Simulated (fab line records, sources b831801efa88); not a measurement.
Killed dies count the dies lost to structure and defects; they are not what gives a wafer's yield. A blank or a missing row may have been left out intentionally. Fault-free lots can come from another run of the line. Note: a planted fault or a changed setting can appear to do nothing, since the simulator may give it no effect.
fab line records	flow sky130
record lots=5	wafers=15	lastDay=48
route steps=708 shown VIA2@522 METAL3@532 CAPM@537
lots that met no fault: taken from a fault-free run of the same line
startH: start of the lot's first displayed wafer, in hours after the record's first day	waitH: hours elapsed since this lot's preceding step	" identical to the entry in the row above	L1.1+2: one row covering several wafers at once	- either no value or no given start	* or withheld: withheld	< > ~ a bound
route shown NAME@n: NAME is a module with steps in the file, n the number in the route of the first one	usual: mean/standard deviation of fault-free wafers	same: alike in all rows	chamber/n: place in a boat	sites: per-site readings	_std_site: standard deviation across them	_edge_site: inner sites' mean taken away from outer sites' mean	radiusMm: how far each site lies from the wafer's centre	mask NAME#n: copy n	behind: the most recent tool/chamber to have shaped the wafer	hold: why the lot was held/for how many hours/how that ended	device: which transistor (n, p or np) failed to switch	end of line: tests of these same wafers at the route's end	for a step that has no rows: nothing shown but its recipe	killed: dies lost to structure and defects at the first sort, not the wafer's yield	map: dies across one wafer; x = killed, . = not, _ = none there
set.NAME: the run value of the setting; set.NAME@STEP: its run value at that earlier step	model.NAME: the simulator's own value behind a step, which no gauge read
lots seen at some steps along the route; tables by step, rows by wafer
services: from which hour (startH, from the record's first day; less than 0 if before it) a tool's chamber was out of use, for how many hours, and why
## steps
# step SKY_VIA2_ETCH_15
# recipe target=SiO2	chemistry=C4F8/O2/Ar	targetDepthNm=546	stopOn=TiN	maskMaterial=KrF-thick	sourceW=1500	biasW=1200	pressureMtorr=40	c4f8FlowSccm=withheld	O2_flow_sccm=6	Ar_flow_sccm=300	timeS=84
# usual oesProductAu=0.940/0.0045
lot.wafer	tool	chamber	startH	waitH	oesProductAu	rfHoursCounterH
L274.2	rieDiel-03	1	856.14	0.0	0.941	8
L274.3	"	3	"	"	0.948	17
L274.6	"	0	"	"	0.940	-
L277.1	rieDiel-02	3	881.94	0.0	0.941	8
L277.4	"	2	"	"	0.938	-
L277.6	"	3	"	"	0.936	-
L280.1	rieDiel-01	1	900.34	0.0	0.944	17
L280.3	"	0	"	"	0.935	15
L280.4	"	3	"	"	0.951	13
L284.3	rieDiel-01	2	932.19	0.0	0.933	6
L284.4	"	3	"	"	0.947	14
L284.6	"	1	"	"	0.935	-
L287.2	rieDiel-01	3	952.69	0.0	0.932	15
L287.3	"	1	"	"	0.938	19
L287.6	"	3	"	"	0.935	-
# step SKY_VIA2_STRIP_16
# recipe chemistry=O2/N2	powerW=1400	pressureMtorr=1500	platenTempC=withheld	o2FlowSccm=3000	n2FlowSccm=300	overashFraction=0.5
# step SKY_VIA2_STRIP_17
# recipe chemistry=postEtchResidueRemover	timeS=1200	tempC=72.5
# step SKY_VIA2_CLEAN_18
# recipe chemistry=IPA	timeS=180	tempC=25
# step SKY_VIA2_CLEAN_19
# recipe chemistry=O3/DIW	dry=n2Spin
# step SKY_VIA2_SPUTTER_20
# recipe material=TiN	targetThkNm=20	chamberPressurePa=5	powerW=4000	timeS=80
# step SKY_VIA2_CVD_21
# recipe material=W	targetThkNm=420	timeS=126.4	tempC=400	pressureTorr=40
# step SKY_VIA2_RS_MEAS_22
# recipe thkMeasGauge=four-point-probe	reads=W_of_VIA2_CVD_21+TiN_of_VIA2_SPUTTER_20
# usual VIA2_W_RS=0.2736/0.0023
lot.wafer	tool	chamber	startH	waitH	VIA2_W_RS[ohm/sq]
L274.2	filmMetro-04	-	857.01	0.1	0.2737
L274.3	"	-	"	"	0.2734
L274.6	"	-	"	"	0.2735
L277.1	filmMetro-04	-	882.78	0.1	0.2742
L277.4	"	-	"	"	0.2750
L277.6	"	-	"	"	0.2753
L280.1	filmMetro-04	-	901.18	0.1	0.2754
L280.3	"	-	"	"	0.2733
L280.4	"	-	"	"	0.2760
L284.3	filmMetro-04	-	933.07	0.1	0.2733
L284.4	"	-	"	"	0.2696
L284.6	"	-	"	"	0.2741
L287.2	filmMetro-03	-	953.55	0.1	0.2770
L287.3	"	-	"	"	0.2754
L287.6	"	-	"	"	0.2749
# step SKY_VIA2_THK_MEAS_23
# recipe thkMeasGauge=xrf	reads=W_of_VIA2_CVD_21
# usual VIA2_W_THK=419/5.9
lot.wafer	tool	chamber	startH	waitH	VIA2_W_THK[nm]
L274.2	filmMetro-04	-	857.12	0.1	417
L274.3	"	-	"	"	420
L274.6	"	-	"	"	419
L277.1	filmMetro-04	-	882.90	0.1	416
L277.4	"	-	"	"	412
L277.6	"	-	"	"	411
L280.1	filmMetro-04	-	901.30	0.1	413
L280.3	"	-	"	"	414
L280.4	"	-	"	"	414
L284.3	filmMetro-04	-	933.17	0.1	418
L284.4	"	-	"	"	426
L284.6	"	-	"	"	416
L287.2	filmMetro-03	-	953.66	0.1	415
L287.3	"	-	"	"	416
L287.6	"	-	"	"	418
# step SKY_VIA2_CMP_24
# recipe stopOn=SiO2	tOverpolishS=20	downForcePsi=3.5	platenRpm=60	targetThkNm=0	padVelocityMS=0.94248
# step SKY_METAL3_SPUTTER_00
# recipe material=Ti	targetThkNm=15	powerW=3000	timeS=10	chamberPressurePa=0.4
# usual chamberPressurePa=0.4000/0.00072	throttleValvePct=29.2/1.5
lot.wafer	tool	chamber	startH	waitH	chamberPressurePa	throttleValvePct
L274.2	pvdSputter-02	-	857.47	0.1	0.4010	31.1
L274.3	"	-	"	"	0.3994	30.0
L274.6	"	-	"	"	0.3993	26.2
L277.1	pvdSputter-03	-	883.26	0.1	0.3993	29.0
L277.4	"	-	"	"	0.3999	27.9
L277.6	"	-	"	"	0.3990	28.6
L280.1	pvdSputter-01	-	901.66	0.1	0.4004	30.1
L280.3	"	-	"	"	0.4005	29.2
L280.4	"	-	"	"	0.4022	29.9
L284.3	pvdSputter-02	-	933.51	0.2	0.3994	30.3
L284.4	"	-	"	"	0.4000	31.5
L284.6	"	-	"	"	0.4011	26.3
L287.2	pvdSputter-02	-	954.01	0.1	0.4005	30.0
L287.3	"	-	"	"	0.4011	31.4
L287.6	"	-	"	"	0.3996	26.2
# step SKY_METAL3_SPUTTER_01
# recipe material=TiN	targetThkNm=20	powerW=6500	timeS=16.7	chamberPressurePa=0.4
# step SKY_METAL3_SPUTTER_02
# recipe material=AlCu	targetThkNm=735	powerW=10600	timeS=39.1	chamberPressurePa=0.4
# usual chamberPressurePa=0.4000/0.00076	throttleValvePct=29.2/1.5
lot.wafer	tool	chamber	startH	waitH	chamberPressurePa	throttleValvePct	model.AlCu_of_METAL3_SPUTTER_02.thkNm
L274.2	pvdSputter-02	-	857.52	0.0	0.3995	31.2	736.7
L274.3	"	-	"	"	0.4003	30.2	734.6
L274.6	"	-	"	"	0.4002	26.6	737.7
L277.1	pvdSputter-03	-	883.31	0.0	0.3988	29.1	722
L277.4	"	-	"	"	0.3996	27.5	720.1
L277.6	"	-	"	"	0.4007	28.7	725.3
L280.1	pvdSputter-01	-	901.71	0.0	0.3993	30.6	724.6
L280.3	"	-	"	"	0.3993	29.5	729.6
L280.4	"	-	"	"	0.4001	29.9	723.7
L284.3	pvdSputter-02	-	933.56	0.0	0.3994	30.0	735
L284.4	"	-	"	"	0.4007	31.4	732.2
L284.6	"	-	"	"	0.4001	26.3	739
L287.2	pvdSputter-02	-	954.06	0.0	0.3993	30.3	1047
L287.3	"	-	"	"	0.4001	31.5	742.9
L287.6	"	-	"	"	0.4007	26.5	744.8
# step SKY_METAL3_SPUTTER_03
# recipe material=Ti	targetThkNm=5	powerW=3000	timeS=3.3	chamberPressurePa=0.4
# usual chamberPressurePa=0.3999/0.00088	throttleValvePct=29.2/1.5
lot.wafer	tool	chamber	startH	waitH	chamberPressurePa	throttleValvePct
L274.2	pvdSputter-02	-	857.55	0.0	0.3998	31.4
L274.3	"	-	"	"	0.4007	30.3
L274.6	"	-	"	"	0.4010	26.4
L277.1	pvdSputter-03	-	883.35	0.0	0.4003	28.8
L277.4	"	-	"	"	0.4012	27.9
L277.6	"	-	"	"	0.4012	28.7
L280.1	pvdSputter-01	-	901.75	0.0	0.4007	30.2
L280.3	"	-	"	"	0.4006	29.5
L280.4	"	-	"	"	0.4005	29.9
L284.3	pvdSputter-02	-	933.60	0.0	0.4000	30.3
L284.4	"	-	"	"	0.3994	31.4
L284.6	"	-	"	"	0.4015	26.1
L287.2	pvdSputter-02	-	954.10	0.0	0.4015	30.1
L287.3	"	-	"	"	0.4012	31.3
L287.6	"	-	"	"	0.4000	26.4
# step SKY_METAL3_SPUTTER_04
# recipe material=TiN	targetThkNm=70	powerW=6500	timeS=58.3	chamberPressurePa=0.4
# step SKY_CAPM_CVD_00
# recipe material=SiO2	targetThkNm=15.5	tempC=400	timeS=withheld	rfW=450
# usual heaterPowerW=721/95
lot.wafer	tool	chamber	startH	waitH	heaterPowerW
L274.2	pecvd-02	1	857.62	0.0	637
L274.3	"	0	"	"	667
L274.6	"	1	"	"	642
L277.1	pecvd-02	1	883.42	0.0	621
L277.4	"	0	"	"	679
L277.6	"	1	"	"	623
L280.1	pecvd-02	0	901.82	0.0	663
L280.3	"	1	"	"	525
L280.4	"	1	"	"	538
L284.3	pecvd-03	1	933.67	0.0	882
L284.4	"	0	"	"	892
L284.6	"	2	"	"	585
L287.2	pecvd-01	1	954.17	0.0	668
L287.3	"	2	"	"	661
L287.6	"	1	"	"	684
# step SKY_CAPM_THK_MEAS_01
# recipe reads=SiO2_of_CAPM_CVD_00
# usual CAPM_CVD_00_THK=15.52/0.23
lot.wafer	tool	chamber	startH	waitH	CAPM_CVD_00_THK[nm]
L274.2	filmMetro-02	-	857.65	-	15.52
L274.3	"	-	"	"	15.52
L274.6	"	-	"	"	16.04
L277.1	filmMetro-02	-	883.44	-	15.52
L277.4	"	-	"	"	15.43
L277.6	"	-	"	"	15.81
L280.1	filmMetro-02	-	901.84	-	15.20
L280.3	"	-	"	"	15.53
L280.4	"	-	"	"	15.96
L284.3	filmMetro-01	-	933.79	-	15.26
L284.4	"	-	"	"	15.50
L284.6	"	-	"	"	15.57
L287.2	filmMetro-04	-	954.20	-	15.04
L287.3	"	-	"	"	15.06
L287.6	"	-	"	"	15.35
# step SKY_CAPM_SPUTTER_02
# recipe material=TiN	targetThkNm=200	tempC=300	powerW=6500	timeS=166.7	chamberPressurePa=0.4
# step SKY_CAPM_RS_MEAS_03
# recipe thkMeasGauge=four-point-probe	reads=TiN_of_CAPM_SPUTTER_02
# usual CAPM_TIN_RS=6.87/0.063
lot.wafer	tool	chamber	startH	waitH	CAPM_TIN_RS[ohm/sq]
L274.2	filmMetro-04	-	857.83	0.1	6.85
L274.3	"	-	"	"	6.89
L274.6	"	-	"	"	6.86
L277.1	filmMetro-04	-	883.61	0.1	6.86
L277.4	"	-	"	"	6.89
L277.6	"	-	"	"	6.96
L280.1	filmMetro-01	-	902.01	0.1	6.80
L280.3	"	-	"	"	6.80
L280.4	"	-	"	"	6.81
L284.3	filmMetro-04	-	933.98	0.1	6.92
L284.4	"	-	"	"	6.87
L284.6	"	-	"	"	6.92
L287.2	filmMetro-01	-	954.38	0.1	6.79
L287.3	"	-	"	"	6.80
L287.6	"	-	"	"	6.81
# step SKY_CAPM_THK_MEAS_04
# recipe thkMeasGauge=xrf	reads=TiN_of_CAPM_SPUTTER_02
# usual CAPM_TIN_THK=202.8/2
lot.wafer	tool	chamber	startH	waitH	CAPM_TIN_THK[nm]
L274.2	filmMetro-04	-	857.94	0.1	205.6
L274.3	"	-	"	"	204.8
L274.6	"	-	"	"	204.9
L277.1	filmMetro-04	-	883.73	0.1	204.7
L277.4	"	-	"	"	202.7
L277.6	"	-	"	"	201.2
L280.1	filmMetro-01	-	902.13	0.1	205.0
L280.3	"	-	"	"	205.2
L280.4	"	-	"	"	204.9
L284.3	filmMetro-04	-	934.08	0.1	203.2
L284.4	"	-	"	"	203.6
L284.6	"	-	"	"	203.4
L287.2	filmMetro-01	-	954.49	0.1	203.9
L287.3	"	-	"	"	203.4
L287.6	"	-	"	"	204.0
# step SKY_CAPM_DEHYDRATE_05
# recipe tempC=200	timeS=60
# step SKY_CAPM_HMDS_06
# recipe primeTimeS=60	primeTempC=120
# step SKY_CAPM_COAT_07
# recipe resist=NOVOLAK	spinRpm=3000	resistThkNm=1140
# step SKY_CAPM_SOFTBAKE_08
# recipe tempC=90	timeS=60	resist=NOVOLAK
# step SKY_CAPM_EXPOSE_09
# recipe maskId=CAPM	na=0.6	sourceShape=conventional	sigmaOuter=0.6	polarization=unpolarized	targetCdNm=1000	doseMj=159
# step SKY_CAPM_PEB_10
# recipe tempC=withheld	timeS=*	resist=NOVOLAK
# step SKY_CAPM_DEVELOP_11
# recipe resist=NOVOLAK	developer=TMAH	developTimeS=60	devTempC=23
# step SKY_CAPM_OVL_MEAS_12
# usual CAPM_OVL=1.2/1.4
lot.wafer	tool	chamber	startH	waitH	CAPM_OVL[nm]
L274.2	overlay-02	-	882.99	0.1	1.2
L274.3	"	-	"	"	2.8
L274.6	"	-	"	"	3.1
L277.1	overlay-01	-	909.43	0.1	-0.1
L277.4	"	-	"	"	-0.9
L277.6	"	-	"	"	-0.1
L280.1	overlay-02	-	925.89	0.1	-0.4
L280.3	"	-	"	"	0.8
L280.4	"	-	"	"	-0.3
L284.3	overlay-02	-	957.60	0.1	0.3
L284.4	"	-	"	"	0.6
L284.6	"	-	"	"	2.5
L287.2	overlay-02	-	977.59	0.1	2.6
L287.3	"	-	"	"	2.8
L287.6	"	-	"	"	2.8
# step SKY_CAPM_METAL_ETCH_13
# recipe targetDepthNm=220	stopOn=SiO2	chemistry=Cl2/BCl3	target=TiN	pressureMtorr=10	icpW=900	biasW=48.5	Cl2_flow_sccm=60	bcl3FlowSccm=30	timeS=62.9
# usual drypumpMotorCurrentA=6.0/0.38	oesProductAu=0.944/0.0065	throttleValvePct=21.899/0.0096
lot.wafer	tool	chamber	startH	waitH	drypumpMotorCurrentA	oesProductAu	rfHoursCounterH	throttleValvePct
L274.2	rieMetal-01	1	883.02	0.0	5.8	0.952	14	21.905
L274.3	"	0	"	"	6.2	0.936	-	21.896
L274.6	"	1	"	"	5.9	0.953	-	21.891
L277.1	rieMetal-02	0	909.47	0.0	6.2	0.947	11	21.891
L277.4	"	0	"	"	6.2	0.942	-	21.905
L277.6	"	0	"	"	6.2	0.942	-	21.915
L280.1	rieMetal-01	1	925.92	0.0	5.9	0.948	16	21.881
L280.3	"	0	"	"	6.3	0.954	-	21.912
L280.4	"	1	"	"	5.9	0.955	-	21.899
L284.3	rieMetal-02	0	957.65	0.0	6.2	0.946	-	21.893
L284.4	"	1	"	"	6.3	0.947	-	21.886
L284.6	"	1	"	"	6.3	0.939	-	21.905
L287.2	rieMetal-01	1	977.62	0.0	5.9	0.953	18	21.900
L287.3	"	0	"	"	6.3	0.953	-	21.901
L287.6	"	0	"	"	6.3	0.951	-	21.885
# step SKY_CAPM_STRIP_14
# recipe chemistry=O2/N2	powerW=1400	pressureMtorr=1500	platenTempC=withheld	o2FlowSccm=3000	n2FlowSccm=300	overashFraction=0.5
# step SKY_CAPM_STRIP_15
# recipe chemistry=postEtchResidueRemover	timeS=1200	tempC=72.5
# step SKY_CAPM_CLEAN_16
# recipe chemistry=IPA	timeS=180	tempC=25
# step SKY_CAPM_CLEAN_17
# recipe chemistry=O3/DIW	dry=n2Spin
# step SKY_METAL3_DEHYDRATE_05
# recipe tempC=200	timeS=60
# step SKY_METAL3_HMDS_06
# recipe primeTimeS=60	primeTempC=120
# step SKY_METAL3_COAT_07
# recipe resist=BARC	tempC=withheld	timeS=withheld	spinRpm=3000	resistThkNm=60
# step SKY_METAL3_COAT_08
# recipe resist=KrF-thick	spinRpm=3000	resistThkNm=1140
# step SKY_METAL3_SOFTBAKE_09
# recipe tempC=100	timeS=90	resist=KrF-thick
# step SKY_METAL3_EXPOSE_10
# recipe maskId=MM3	na=0.68	sourceShape=annular	sigmaInner=0.4	sigmaOuter=0.8	targetCdNm=300	doseMj=28
# step SKY_METAL3_PEB_11
# recipe pebTempC=withheld	pebTimeS=withheld	resist=KrF-thick
# step SKY_METAL3_DEVELOP_12
# recipe developTimeS=60	resist=KrF-thick	devTempC=21
# step SKY_METAL3_CD_MEAS_13
# recipe targetCdNm=300
# usual cdNm=299.4/1.6
lot.wafer	tool	chamber	startH	waitH	cdNm
L274.2	cdSem-01	-	909.21	-	296.7
L274.3	"	-	"	"	296.3
L274.6	"	-	"	"	296.5
L277.1	cdSem-01	-	935.12	-	296.2
L277.4	"	-	"	"	296.9
L277.6	"	-	"	"	296.6
L280.1	cdSem-01	-	951.24	-	299.4
L280.3	"	-	"	"	300.4
L280.4	"	-	"	"	300.2
L284.3	cdSem-02	-	982.66	-	296.7
L284.4	"	-	"	"	296.4
L284.6	"	-	"	"	298.4
L287.2	cdSem-02	-	1002.03	-	300.7
L287.3	"	-	"	"	300.3
L287.6	"	-	"	"	300.3
# step SKY_METAL3_METAL_ETCH_18
# recipe targetDepthA=8450	stopOn=SiO2	overEtchFrac=0.3	timeS=183.1	chemistry=Cl2/BCl3	resistSidewallDeg=88	pressureMtorr=10	icpW=900	biasW=48.5	Cl2_flow_sccm=60	bcl3FlowSccm=30
# usual drypumpMotorCurrentA=5.7/0.47	oesProductAu=0.864/0.0061	throttleValvePct=22.265/0.0092
lot.wafer	tool	chamber	startH	waitH	drypumpMotorCurrentA	oesProductAu	rfHoursCounterH	throttleValvePct
L274.2	rieMetal-04	1	909.49	0.0	5.2	0.863	1	22.247
L274.3	"	1	"	"	5.2	0.863	-	22.265
L274.6	"	1	"	"	5.2	0.871	-	22.247
L277.1	rieMetal-01	0	935.43	0.0	6.3	0.856	11	22.263
L277.4	"	1	"	"	5.9	0.847	-	22.277
L277.6	"	0	"	"	6.3	0.867	-	22.261
L280.1	rieMetal-03	1	951.54	0.0	5.9	0.860	0	22.279
L280.3	"	0	"	"	5.0	0.858	-	22.255
L280.4	"	1	"	"	5.9	0.865	-	22.260
L284.3	rieMetal-04	1	982.99	0.1	5.2	0.859	-	22.279
L284.4	"	0	"	"	6.1	0.867	-	22.258
L284.6	"	0	"	"	6.1	0.864	-	22.275
L287.2	rieMetal-01	0	1002.37	0.1	6.3	0.990	-	22.278
L287.3	"	0	"	"	6.3	0.873	-	22.276
L287.6	"	0	"	"	6.3	0.872	-	22.267
## services
tool	chamber	startH	hours	kind
pvdSputter-02	-	833.03	6.0	repair
pecvd-02	-	840.49	6.0	pm
pvdSputter-02	-	848.86	2.2	repair
rieMetal-04	0	874.60	2.1	repair
rieDiel-02	1	880.51	6.1	repair
rieMetal-02	1	882.65	29.8	repair
rieMetal-03	-	886.73	1.2	repair
rieDiel-02	-	888.17	0.2	repair
rieMetal-01	0	890.74	2.3	repair
pvdSputter-03	-	911.40	2.3	repair
rieDiel-02	0	918.92	4.0	repair
pvdSputter-02	-	922.04	4.1	repair
rieDiel-02	3	927.72	2.9	repair
rieMetal-01	-	931.59	0.7	repair
rieDiel-01	2	932.57	23.1	repair
pecvd-03	1	934.04	8.8	repair
pecvd-02	1	936.67	2.4	repair
pvdSputter-02	-	941.44	5.5	repair
pvdSputter-02	-	952.73	1.2	repair
rieMetal-02	-	973.41	2.8	pm
pvdSputter-03	-	982.94	2.3	repair
pecvd-02	2	985.87	6.4	repair
pvdSputter-03	-	990.50	90.0	repair
pecvd-02	1	993.10	15.0	repair
## key
firstSign step=SKY_METAL3_METAL_ETCH_18	reading=oesProductAu	direction=up	sigmas=21	usual=0.864	struck=0.990
effect none on later readings
modelEffect step=SKY_METAL3_SPUTTER_02	value=AlCu_of_METAL3_SPUTTER_02.thkNm	without=736.8	struck=1047
metAt SKY_METAL3_SPUTTER_02
struckWafers L287.2
laterRowsLeftOut L287.2
sortLeftOut L287.2
onsetBetween 933.56 954.06
fault kind=processParameterDrift	tool=pvdSputter-02	chamber=-	onsetH=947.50	steps=SKY_METAL3_SPUTTER_02	channel=targetThkNm	offset=310.56	shape=step	endH=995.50	actsIn=theseRecipesOnly	stated=735	scope=struckWafersOnly
# sortLeftOut: the simulated sort isn't trusted on such a fault, so these wafers' sort isn't shown, and their yield isn't known
# laterRowsLeftOut: the simulator's readings of these wafers behind a module that went badly wrong aren't trusted and aren't shown, but for the sort
